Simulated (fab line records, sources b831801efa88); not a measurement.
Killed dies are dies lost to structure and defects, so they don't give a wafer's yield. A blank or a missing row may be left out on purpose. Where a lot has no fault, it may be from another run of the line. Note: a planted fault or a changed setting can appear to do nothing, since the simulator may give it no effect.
Which of the tools did it? | flow sky130 | 13 lots with 39 wafers sampled at 3 steps, on a route of 708 steps

== WHAT EACH GAUGE READ, for each wafer ==
SKY_RES_XHIGH_TW_MEAS_09. Usual: RES_XHIGH_TW 1659, standard deviation 15.
lot  | measured     | on            | RES_XHIGH_TW   | flag
L645 | day 26 22:29 | film_metro-03 | 1625 1631 1644 |
L647 | day 27 18:57 | film_metro-01 | 1664 1670 1666 |
L649 | day 28 11:11 | film_metro-03 | 1636 1642 1635 |
L650 | day 28 22:54 | film_metro-02 | 1655 1663 1663 |
L651 | day 29 06:44 | film_metro-02 | 1670 1669 1670 |
L653 | day 30 10:20 | film_metro-02 | 1665 1667 1670 |
L654 | day 30 10:26 | film_metro-01 | 1674 1667 1668 |
L655 | day 30 19:53 | film_metro-01 | 1665 1666 1660 |
L663 | day 33 14:02 | film_metro-02 | 1666 1684 1681 |
L664 | day 33 22:04 | film_metro-01 | 1666 1660 1668 |
L665 | day 34 02:17 | film_metro-02 | 1673 1667 1660 |
L667 | day 34 05:26 | film_metro-02 | 1662 1666 1661 |
L666 | day 34 06:38 | film_metro-03 | 1638 1632 1638 |

SKY_LI_CONTACT_THK_MEAS_01. Usual: LI_CONTACT_HDPCVD_THK 975 nm, standard deviation 7.8.
lot  | measured     | on            | LI_CONTACT_HDPCVD_THK (nm) | flag
L645 | day 28 04:52 | film_metro-03 | 986 982 981                |
L647 | day 29 00:40 | film_metro-03 | 972 981 989                |
L649 | day 29 16:47 | film_metro-02 | 982 977 985                |
L650 | day 30 04:22 | film_metro-02 | 984 977 972                |
L651 | day 30 12:19 | film_metro-01 | 968 954 973                |
L653 | day 31 15:28 | film_metro-01 | 985 994 993                |
L654 | day 31 15:54 | film_metro-02 | 973 973 979                |
L655 | day 32 00:52 | film_metro-01 | 980 976 980                |
L663 | day 34 17:18 | film_metro-03 | 991 977 973                |
L664 | day 35 01:14 | film_metro-02 | 961 970 964                |
L665 | day 35 05:32 | film_metro-03 | 978 981 972                |
L667 | day 35 08:23 | film_metro-01 | 967 972 976                |
L666 | day 35 10:22 | film_metro-03 | 974 981 986                |

== WHICH TOOL RAN EACH LOT (tool, then ch and the chambers of the sampled wafers, then the start) ==
lot  | SKY_SD_N_RTA_14
L645 | rtp_anneal-01 ch 0, day 28 04:11
L647 | rtp_anneal-01 ch 0, day 29 00:01
L649 | rtp_anneal-01 ch 0, day 29 16:08
L650 | rtp_anneal-02 ch 0, day 30 03:42
L651 | rtp_anneal-01 ch 0, day 30 11:40
L653 | rtp_anneal-01 ch 0, day 31 14:49
L654 | rtp_anneal-02 ch 0, day 31 15:15
L655 | rtp_anneal-01 ch 0, day 32 00:13
L663 | rtp_anneal-01 ch 0, day 34 16:39
L664 | rtp_anneal-02 ch 0, day 35 00:34
L665 | rtp_anneal-01 ch 0, day 35 04:53
L667 | rtp_anneal-02 ch 0, day 35 07:43
L666 | rtp_anneal-01 ch 0, day 35 09:43
- SKY_SD_N_RTA_14: time 2 s.

== AS READ BY THE TOOLS THEMSELVES (means over the sampled wafers that have a number; for cases with no such wafer, the mark the record gives instead) ==
SKY_SD_N_RTA_14. Usual: chamber_o2_ppm 2.001, standard deviation 0.023; lamp_power_pct 15.73 %, standard deviation 0.052; wafer_temp_C_max 1078.0, standard deviation 1.4.
lot  | tool          | chamber_o2_ppm | lamp_power_pct (%) | wafer_temp_C_max | flag
L645 | rtp_anneal-01 | 2.028          | 15.74              | 1078.7           |
L647 | rtp_anneal-01 | 2.014          | 15.73              | 1078.5           |
L649 | rtp_anneal-01 | 2.011          | 15.71              | 1078.5           |
L650 | rtp_anneal-02 | 2.034          | 15.78              | 1079.1           |
L651 | rtp_anneal-01 | 2.001          | 15.76              | 1076.6           |
L653 | rtp_anneal-01 | 2.008          | 15.77              | 1079.6           |
L654 | rtp_anneal-02 | 1.992          | 15.77              | 1077.8           |
L655 | rtp_anneal-01 | 1.978          | 15.74              | 1077.4           |
L663 | rtp_anneal-01 | 1.986          | 15.77              | 1077.4           |
L664 | rtp_anneal-02 | 2.004          | 15.71              | 1076.8           |
L665 | rtp_anneal-01 | 2.011          | 15.73              | 1077.9           |
L667 | rtp_anneal-02 | 2.014          | 15.76              | 1078.6           |
L666 | rtp_anneal-01 | 1.991          | 15.75              | 1077.4           |

== THE ANSWER, worked out from the rows above alone ==
Rule: a lot counts as off when the mean over its wafers that have a number is more than 3 standard deviations away from the usual mean. A lot without any number at a reading at which 4 lots or more have one is off too. All remaining lots with rows at the step are treated as sound. After the gauges, taken in route order, come the tools' own readings; for these a lot's mean is taken, as printed above. The first step at which some lot is off is used, and at that step the reading that is off furthest; a lot without a number counts as furthest.
Across all readings shown, no lot is off: no conclusion can be drawn from this.

== WHAT WAS PUT IN BY THE SIMULATOR ==
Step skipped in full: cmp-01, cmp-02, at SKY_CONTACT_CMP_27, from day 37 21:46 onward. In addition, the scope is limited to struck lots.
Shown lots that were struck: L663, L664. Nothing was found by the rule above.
